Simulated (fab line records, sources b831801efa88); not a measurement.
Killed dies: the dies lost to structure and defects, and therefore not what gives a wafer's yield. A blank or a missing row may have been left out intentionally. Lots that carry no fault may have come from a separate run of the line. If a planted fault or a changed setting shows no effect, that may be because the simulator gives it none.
Comparing a struck lot with a sound one    flow sky130    14 out of 708 route steps
Sound: these wafers, L385.1, L385.3, L385.5. Struck: wafer L399.6. (L399.3 of the same lot was not struck and is left out.) The cause comes at the end.
Each step with rows lists, per side, the tool, then ch with its chambers, then its first start. Under that, the readings that differ: sound wafers    struck wafers    difference of the means    sigmas: that difference in standard deviations of wafers without a fault.
alike: same words and numbers on both sides, and readings whose means sit less than 2 such deviations apart. not compared: any withheld reading, any reading some wafer has no value for, any bound like >300 that may hide the same value, and any number with overlapping values for which the record gives no deviation.
Wherever a step has rows on one side only, a row that says differs or no value, or a row with sigmas, the two part there. Non-overlapping numbers with no deviation appear without sigmas and do not part them. A reading missing from all wafers of one side parts the sides only when that side holds two or more wafers.

first, 3 steps without rows for these wafers: SKY_CONTACT_EXPOSE_11 (exposes mask CTM1, target cd 170 nm); SKY_CONTACT_PEB_12; SKY_CONTACT_DEVELOP_13 (develop time 60 s).
SKY_CONTACT_CD_MEAS_14 targets a cd of 170 nm.
  sound: cd-sem-01 at day 34 14:30; struck: cd-sem-01 at day 38 14:42
reading     sound              struck  difference  sigmas
cd-nm (nm)  173.3 172.5 173.8  169.6   -3.6        -2
SKY_CONTACT_OVL_MEAS_15:
  sound: overlay-01 at day 34 14:37; struck: overlay-02 at day 38 14:47
  alike: CONTACT_OVL
SKY_CONTACT_ETCH_16: etches BARC in N2/H2, stops on SiO2, time 45.9 s, target depth 60 nm.
  sound on rie-diel-01 ch 0,3, day 34 14:39; struck on rie-diel-02 ch 1, day 38 14:49
  alike: drypump-motor-current-A, oes-product-au, throttle-valve-pct
  not compared: rf-hours-counter-h
SKY_CONTACT_ETCH_17: etches SiO2 in C4F8/O2/Ar, stops on Si3N4, target depth 340 nm.
  sound on rie-diel-01 ch 0,3, day 34 14:41; struck on rie-diel-02 ch 1, day 38 14:52
  alike: oes-product-au
SKY_CONTACT_ETCH_18: etches Si3N4 in CHF3/O2, stops on TiN, time 39 s, target depth 75 nm.
  sound on rie-diel-01 ch 0,3; struck on rie-diel-02 ch 1
  alike: drypump-motor-current-A, oes-product-au, throttle-valve-pct
  not compared: rf-hours-counter-h
SKY_CONTACT_STRIP_19: strips in O2/N2.
  sound on plasma-asher-01 ch 0,1, day 34 14:47; struck on plasma-asher-03 ch 1, day 38 14:59
  alike: drypump-motor-current-A, oes-product-au, strip-time-to-endpoint-s
  not compared: rf-hours-counter-h
then, 3 steps without rows for these wafers: SKY_CONTACT_STRIP_20 (strips in post etch residue remover, time 1200 s); SKY_CONTACT_CLEAN_21 (cleans in IPA, time 180 s); SKY_CONTACT_CLEAN_22 (cleans in O3/DIW).
SKY_CONTACT_SPUTTER_23: material TiN, target thk 20 nm, time 80 s.
  sound: pvd-sputter-02 at day 34 15:23; struck: pvd-sputter-03 at day 38 15:34
reading                                      sound              struck  difference  sigmas
model.TiN_of_CONTACT_SPUTTER_23.thk-nm (nm)  19.88 19.43 19.74  16.96   -2.72       
  alike: throttle-valve-pct
SKY_CONTACT_CVD_24: deposits W, target thk 340 nm, time 102.12 s.
  sound on cvd-w-01 ch 1, day 34 15:26; struck on cvd-w-02 ch 1, day 38 15:40
  alike: heater-power-w

== WHERE THEY PART ==
SKY_CONTACT_CD_MEAS_14 only, going by this record. Later steps at which nothing parts them and some readings are alike: SKY_CONTACT_OVL_MEAS_15, SKY_CONTACT_ETCH_16, SKY_CONTACT_ETCH_17, SKY_CONTACT_ETCH_18, SKY_CONTACT_STRIP_19, SKY_CONTACT_SPUTTER_23, SKY_CONTACT_CVD_24.

WHY: whatever the simulator had introduced
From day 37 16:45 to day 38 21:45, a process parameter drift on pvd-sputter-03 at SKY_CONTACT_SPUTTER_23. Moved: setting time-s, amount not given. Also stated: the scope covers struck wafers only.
